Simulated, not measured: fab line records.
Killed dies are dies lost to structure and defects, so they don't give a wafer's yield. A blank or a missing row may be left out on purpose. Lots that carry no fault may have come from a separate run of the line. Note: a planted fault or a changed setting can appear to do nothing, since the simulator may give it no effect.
A lot that was struck, set against a sound lot :: flow sky130 :: 27 steps out of a route of 708
Sound: the wafers L596.1, L596.4, L596.6. The struck wafers were L609.2, L609.3, L609.5. Last of all comes the cause.
Order at every step that has rows: each side's tool, ch and its chambers, its first start. Under that, the readings that differ: sound wafers :: struck wafers :: difference of the means :: sigmas: that difference in standard deviations of wafers without a fault.
alike: same words and numbers on both sides, and readings whose means sit less than 2 such deviations apart. not compared: any withheld reading, any reading some wafer has no value for, any bound like >300 that may hide the same value, and any number with overlapping values for which the record gives no deviation.
Wherever a step has rows on one side only, a row that says differs or no value, or a row with sigmas, the two part there. Numbers that don't overlap but have no deviation are shown without sigmas and don't part them. A reading that every wafer of one side lacks parts them only if that side has two wafers or more.

first, 5 steps without rows for these wafers: SKY_GATE_OXIDE_COAT_05 (resist thk 1140 nm); SKY_GATE_OXIDE_SOFTBAKE_06 (time 60 s); SKY_GATE_OXIDE_EXPOSE_07 (exposes mask LVOM, target cd 600 nm); SKY_GATE_OXIDE_PEB_08; SKY_GATE_OXIDE_DEVELOP_09 (develop time 60 s).
SKY_GATE_OXIDE_OVL_MEAS_10:
  struck on overlay-01, day 18 15:41; sound on overlay-01, day 13 23:17
  alike: GATE_OXIDE_OVL
then, 2 steps without rows for these wafers: SKY_GATE_OXIDE_IMPLANT_11; SKY_GATE_OXIDE_WET_ETCH_12 (etches SiO2 in dHF, target depth 16.8 nm, time 336 s).
SKY_GATE_OXIDE_STRIP_13: strips in O2/N2.
  sound on plasmaAsher-02 ch 0,1, day 13 23:34; struck on plasmaAsher-02 ch 0,1, day 18 15:58
reading: stripTimeToEndpointS (s)
sound: 14.14 14.10 14.12
struck: 14.19 14.24 14.23
difference: +0.10
sigmas: +2
  alike: drypumpMotorCurrentA, oesProductAu
  not compared: rfHoursCounterH
SKY_GATE_OXIDE_TW_MEAS_14:
  struck on filmMetro-01, day 18 16:05; sound on filmMetro-01, day 13 23:40
  alike: GATE_OXIDE_TW
then, 2 steps without rows for these wafers: SKY_GATE_OXIDE_CLEAN_15 (cleans in SC1/SC2, time 150 s); SKY_GATE_OXIDE_OXIDATION_16 (stabilise 600 s, purge 300 s, target thk 3.57 nm).
SKY_POLY_GATE_CVD_00: deposits poly-Si, target thk 180 nm, time 720 s.
  sound on lpcvd-01 ch 1, day 14 01:44; struck on lpcvd-01 ch 0, day 18 18:53
reading: spikeTcBottomC (C)
sound: 636 635 637
struck: 644 644 644
difference: +8
sigmas: +2

reading: model.poly-Si_of_POLY_GATE_CVD_00.thkNm (nm)
sound: 177.5 177.7 178.8
struck: 188.6 187.3 189.3
difference: +10.4
sigmas: 
  alike: spikeTcLowerC
SKY_POLY_GATE_THK_MEAS_01:
  struck on filmMetro-03, day 18 20:06; sound on filmMetro-02, day 14 02:56
reading: POLY_GATE_CVD_00_THK (nm)
sound: 177.6 177.7 178.8
struck: 188.5 187.1 189.3
difference: +10.3
sigmas: +6
then, 8 steps without rows for these wafers: SKY_RES_PROTECT_DEHYDRATE_00 (time 60 s); SKY_RES_PROTECT_HMDS_01 (prime time 60 s); SKY_RES_PROTECT_COAT_02 (resist thk 1140 nm); SKY_RES_PROTECT_SOFTBAKE_03 (time 60 s); SKY_RES_PROTECT_EXPOSE_04 (exposes mask RPM, target cd 1270 nm); SKY_RES_PROTECT_PEB_05; SKY_RES_PROTECT_DEVELOP_06 (develop time 60 s); SKY_POLY_GATE_IMPLANT_02.
SKY_RES_PROTECT_STRIP_07: strips in O2/N2.
  sound on plasmaAsher-04 ch 0,1, day 15 05:41; struck on plasmaAsher-01 ch 0,1, day 20 03:35
reading: drypumpMotorCurrentA (A)
sound: 5.4 4.8 4.8
struck: 6.0 6.0 5.5
difference: +0.8
sigmas: +2
  alike: oesProductAu, stripTimeToEndpointS
  not compared: rfHoursCounterH
SKY_RES_PROTECT_TW_MEAS_08:
  struck on filmMetro-01, day 20 03:42; sound on filmMetro-03, day 15 05:47
  alike: POLY_GATE_TW
SKY_RES_PROTECT_CLEAN_09: cleans in SC1/SC2, time 150 s.
  sound on wetBench-02 ch 0, day 15 05:50; struck on wetBench-01 ch 0, day 20 03:45
reading: model.poly-Si_of_POLY_GATE_CVD_00.thkNm (nm)
sound: 176.9 177 178.2
struck: 187.9 186.6 188.6
difference: +10.3
sigmas: 
  alike: bathGuardTempC
then, 1 step without rows for these wafers: SKY_POLY_GATE_CVD_03 (deposits Si3N4 from DCS/NH3, target thk 75 nm, time 1290 s).
-- record jumps: 29 days separate the struck wafers' starts on either side; left off in module POLY_GATE, taken up again in module PAD_OPEN, whose first shown step is the route's number 708 --
SKY_PAD_OPEN_PROBE_99:
  struck on prober-02, day 49 01:32; sound on prober-01, day 45 20:07
reading: model.etest.resPoly.rsOhmSq
sound: 47.64 48.42 48.23
struck: 47.05 46.78 46.93
difference: -1.18
sigmas: 

WHERE THEY PART
Last at SKY_RES_PROTECT_STRIP_07 as far as this record goes, first at SKY_GATE_OXIDE_STRIP_13. Later steps at which nothing parts them and some readings are alike: SKY_RES_PROTECT_TW_MEAS_08, SKY_RES_PROTECT_CLEAN_09.

WHY: the cause the simulator had injected
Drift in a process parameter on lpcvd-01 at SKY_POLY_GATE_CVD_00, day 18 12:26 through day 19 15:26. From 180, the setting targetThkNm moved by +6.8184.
